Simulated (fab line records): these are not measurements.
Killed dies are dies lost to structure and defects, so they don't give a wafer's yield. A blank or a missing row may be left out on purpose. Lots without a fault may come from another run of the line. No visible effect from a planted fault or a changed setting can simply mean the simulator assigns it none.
What tool caused it? ; flow sky130 ; 36 wafers from 12 lots sampled at 5 of the route's 708 steps

## WHAT THE GAUGES READ, wafer by wafer
SKY_RES_XHIGH_TW_MEAS_09.
lot;measured;on;RES_XHIGH_TW
L998;day 27 18:53;film_metro-04;1637 1634 1646
L999;day 27 20:19;film_metro-03;1640 1642 1639
L101;day 27 20:21;film_metro-02;1603 1621 1621
L104;day 30 00:28;film_metro-03;1643 1640 1641
L106;day 30 01:58;film_metro-03;1554 1561 1561
L108;day 30 10:35;film_metro-03;1553 1542 1555
L109;day 30 13:31;film_metro-02;1609 1608 1612
L112;day 31 15:32;film_metro-04;1650 1647 1645
L113;day 31 17:47;film_metro-04;1647 1645 1636
L117;day 33 10:22;film_metro-04;1645 1646 1654
L119;day 33 22:25;film_metro-02;1607 1610 1610
L121;day 34 10:46;film_metro-02;1608 1618 1608

SKY_SD_N_TW_MEAS_12.
lot;measured;on;SD_N_TW
L998;day 29 00:12;film_metro-04;4028 4016 4030
L999;day 29 01:23;film_metro-03;3992 3993 3984
L101;day 29 02:14;film_metro-02;3936 3931 3910
L104;day 31 05:04;film_metro-03;3997 4003 4031
L106;day 31 06:40;film_metro-03;4021 4006 4019
L108;day 31 15:05;film_metro-04;4029 4030 4004
L109;day 31 17:46;film_metro-02;3951 3963 3949
L112;day 32 19:13;film_metro-02;3909 3909 3906
L113;day 32 20:58;film_metro-03;4050 4064 4048
L117;day 34 13:49;film_metro-03;4003 3993 3987
L119;day 35 02:13;film_metro-03;4011 3994 4012
L121;day 35 13:08;film_metro-04;3976 3981 3967

SKY_SD_N_RS_MEAS_18: measures by four-point-probe.
lot;measured;on;RES_XHIGH_RS (ohm/sq)
L998;day 29 00:44;film_metro-03;330.9 331.6 331.0
L999;day 29 01:54;film_metro-02;330.3 329.1 329.0
L101;day 29 02:47;film_metro-04;330.9 331.4 331.9
L104;day 31 05:35;film_metro-02;329.9 329.6 330.4
L106;day 31 07:11;film_metro-04;383.9 384.9 383.7
L108;day 31 15:37;film_metro-03;385.6 386.7 385.5
L109;day 31 18:18;film_metro-03;331.5 329.5 330.9
L112;day 32 19:46;film_metro-03;331.3 330.6 331.2
L113;day 32 21:31;film_metro-04;330.7 331.0 331.5
L117;day 34 14:20;film_metro-02;330.2 330.4 328.3
L119;day 35 02:45;film_metro-04;327.4 326.9 327.5
L121;day 35 13:40;film_metro-02;329.2 327.3 329.2

SKY_LI_CONTACT_RS_MEAS_22: measures by four-point-probe.
lot;measured;on;LI_CONTACT_W_RS (ohm/sq)
L998;day 30 05:57;film_metro-04;0.287 0.281 0.287
L999;day 30 07:49;film_metro-03;0.282 0.280 0.281
L101;day 30 08:49;film_metro-04;0.291 0.290 0.286
L104;day 32 10:37;film_metro-03;0.289 0.283 0.289
L106;day 32 12:22;film_metro-03;0.284 0.283 0.288
L108;day 32 20:20;film_metro-04;0.280 0.282 0.281
L109;day 32 21:46;film_metro-03;0.284 0.285 0.284
L112;day 33 23:59;film_metro-04;0.279 0.284 0.280
L113;day 34 01:25;film_metro-04;0.280 0.282 0.285
L117;day 35 18:26;film_metro-04;0.276 0.279 0.282
L119;day 36 06:30;film_metro-03;0.283 0.281 0.284
L121;day 36 17:02;film_metro-04;0.288 0.290 0.288

## EACH LOT AND THE TOOL THAT RAN IT (in order: tool; ch and the chambers of the sampled wafers; start)
lot;SKY_RES_XHIGH_IMPLANT_07
L998;implanter-03 ch 0, day 27 18:40
L999;implanter-03 ch 0, day 27 20:04
L101;implanter-01 ch 0, day 27 20:08
L104;implanter-01 ch 0, day 30 00:13
L106;implanter-01 ch 0, day 30 01:43
L108;implanter-01 ch 0, day 30 10:20
L109;implanter-04 ch 0, day 30 13:16
L112;implanter-04 ch 0, day 31 15:17
L113;implanter-03 ch 0, day 31 17:32
L117;implanter-04 ch 0, day 33 10:07
L119;implanter-03 ch 0, day 33 22:10
L121;implanter-03 ch 0, day 34 10:32
- SKY_RES_XHIGH_IMPLANT_07

## WHAT THE TOOLS THEMSELVES READ (means of the sampled wafers that have a number; where no wafer has one, the mark that the record gives instead)
SKY_RES_XHIGH_IMPLANT_07.
lot;tool;beam_energy_keV;beam_on_s (s);dose_ions_cm2
L998;implanter-03;19.604;53;3.596e+14
L999;implanter-03;19.610;53;3.600e+14
L101;implanter-01;19.615;37;3.596e+14
L104;implanter-01;19.605;37;3.605e+14
L106;implanter-01;19.612;31;2.991e+14
L108;implanter-01;19.606;31;2.993e+14
L109;implanter-04;19.605;39;3.601e+14
L112;implanter-04;19.606;39;3.599e+14
L113;implanter-03;19.614;54;3.601e+14
L117;implanter-04;19.608;39;3.605e+14
L119;implanter-03;19.613;53;3.602e+14
L121;implanter-03;19.616;53;3.601e+14

## THE ANSWER, worked out from the rows above alone
Rule: what is usual is taken from the lots themselves. Put in order of their means at a reading, lots are off if they are a third of the lots or fewer, leave a main group of 4 or more, and stand apart from it by a gap of 3 or more times the standard deviation of the main group's means; of several such gaps the widest counts. A main group is skipped when, at the precision printed for the reading in the tables above, its means are all equal. A lot without any number at a reading at which 4 lots or more have one is off too. Where the step has rows for the other lots, those lots are counted as sound. The gauges are gone through in route order, then the tools' own readings, and for those a lot's mean is taken as printed above. At the first step where some lot is off, the reading lying furthest off is the one used; lots without a number count as furthest.
Off: L106, L108, seen at SKY_RES_XHIGH_TW_MEAS_09 (RES_XHIGH_TW). Mean 1630 and standard deviation 16 in the main group.
If a tool, at a process step before that reading, ran all the lots that are off and no sound lot after the first of them, it fits. The gauges at SKY_RES_XHIGH_TW_MEAS_09 aren't tried: what is off there is off at SKY_RES_XHIGH_IMPLANT_07 too, on other tools, and a gauge's error can't cause that. One fits: implanter-01 at SKY_RES_XHIGH_IMPLANT_07. A fault onset in the window from L104 (day 30 00:13, its last sound lot) to L106 (day 30 01:43, its first lot off) fits.
On the lots that are off, the tool's own readings at SKY_RES_XHIGH_IMPLANT_07 differ by more than 5 times the standard deviation of the sound lots' means, which bears it out; dose_ions_cm2 reads 2.992e+14 there versus 3.601e+14 on the sound lots.

## WHAT HAD BEEN PUT IN BY THE SIMULATOR
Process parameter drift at SKY_RES_XHIGH_IMPLANT_07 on implanter-01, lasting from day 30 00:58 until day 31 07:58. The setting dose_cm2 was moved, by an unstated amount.
Struck lots among those shown: L106, L108. This agrees with what the rule above found.
